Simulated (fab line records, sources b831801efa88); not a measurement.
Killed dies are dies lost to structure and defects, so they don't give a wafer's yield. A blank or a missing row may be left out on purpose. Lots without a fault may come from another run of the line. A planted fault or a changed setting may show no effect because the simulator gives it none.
A struck lot beside a sound one | flow gf180mcu | 17 steps out of a route of 602
Sound: wafers L364.2, L364.3, L364.5. Struck: wafer L360.5. (L360.2, L360.6 of the same lot were not struck and are left out.) The cause comes at the end.
At each step with rows: each side's tool, then ch and its chambers, then its first start. Under that, the readings that differ: sound wafers | struck wafers | difference of the means | sigmas: that difference in standard deviations of wafers without a fault.
alike: readings whose means differ by less than 2 such deviations, and words and numbers that are the same on both sides. not compared: withheld readings, readings that some wafer has no value for, bounds like >300 that may hide the same value, and numbers for which the record gives no deviation and whose values overlap.
The two part at a step that has a row with sigmas, a row that says differs or no value, or rows on one side only. Numbers that don't overlap but have no deviation are shown without sigmas and don't part them. A reading that every wafer of one side lacks parts them only if that side has two wafers or more.

first, 4 steps without rows for these wafers: GF_M3_SOFTBAKE_10 (time 60 s); GF_M3_EXPOSE_11 (exposes mask Metal3, target cd 280 nm); GF_M3_PEB_12 (peb time 90 s); GF_M3_DEVELOP_13 (develop time 60 s).
GF_M3_CD_MEAS_14: target cd 280 nm.
  sound on cd_sem-01, day 26 20:38; struck on cd_sem-01, day 25 07:29
  alike: cd_nm
GF_M3_OVL_MEAS_15:
  sound on overlay-02, day 26 20:44; struck on overlay-01, day 25 07:35
  alike: M3_OVL
GF_M3_METAL_ETCH_16: etches the open film in Cl2/BCl3, stops on SiO2, target depth 627.5 nm, time 104.6 s.
  sound on rie_metal-04 ch 0,1, day 26 20:46; struck on rie_metal-02 ch 1, day 25 07:37
  reading                     | sound             | struck | difference | sigmas
  drypump_motor_current_A (A) | 5.8 4.9 4.9       | 6.2    | +1.0       | +2
  oes_product_au (a.u.)       | 0.952 0.962 0.966 | 0.981  | +0.021     | +3
  alike: throttle_valve_pct
  not compared: rf_hours_counter_h
GF_M3_STRIP_17: strips in O2/N2.
  sound on plasma_asher-04 ch 0,1, day 26 20:52; struck on plasma_asher-02 ch 0, day 25 07:43
  alike: drypump_motor_current_A, heater_power_w, oes_product_au, strip_time_to_endpoint_s
  not compared: rf_hours_counter_h
then, 3 steps without rows for these wafers: GF_M3_STRIP_18 (strips in post etch residue remover, time 1200 s); GF_M3_CLEAN_19 (cleans in DIW); GF_V3_CVD_00 (deposits SiO2, target thk 600 nm, time 100 s).
GF_V3_THK_MEAS_01:
  sound on film_metro-02, day 26 21:32; struck on film_metro-03, day 25 08:20
  alike: V3_CVD_00_THK
GF_V3_CVD_02: deposits SiO2 from TEOS, target thk 850 nm, time 94.851 s.
  sound on pecvd-02 ch 0,1, day 26 21:35; struck on pecvd-03 ch 2, day 25 08:23
  reading                             | sound             | struck | difference | sigmas
  model.SiO2_of_V3_CVD_02.thk_nm (nm) | 835.3 851.4 846.5 | 932.7  | +88.3      |
  alike: heater_power_w
GF_V3_THK_MEAS_03:
  sound on film_metro-02, day 26 21:41; struck on film_metro-02, day 25 08:28
  reading            | sound       | struck | difference | sigmas
  V3_CVD_02_THK (nm) | 836 851 846 | 933    | +89        | +6
GF_V3_CMP_04: polishes SiO2.
  sound on cmp-02 ch 2,3, day 26 21:44; struck on cmp-01 ch 2, day 25 08:40
  reading                | sound    | struck | difference | sigmas
  time_to_endpoint_s (s) | 63 67 66 | 115    | +50        | +8
  alike: motor_current_A
GF_V3_BOW_MEAS_05:
  sound on film_metro-04, day 26 22:04; struck on film_metro-03, day 25 08:50
  alike: V3_BOW
GF_PASSIVATION_PROBE_99:
  the record has rows for the sound wafers here (prober-02, day 33 16:05) and none for the struck ones

WHERE THEY PART
First at GF_M3_METAL_ETCH_16; last, within this record, at GF_PASSIVATION_PROBE_99.

WHY: what the simulator had put in
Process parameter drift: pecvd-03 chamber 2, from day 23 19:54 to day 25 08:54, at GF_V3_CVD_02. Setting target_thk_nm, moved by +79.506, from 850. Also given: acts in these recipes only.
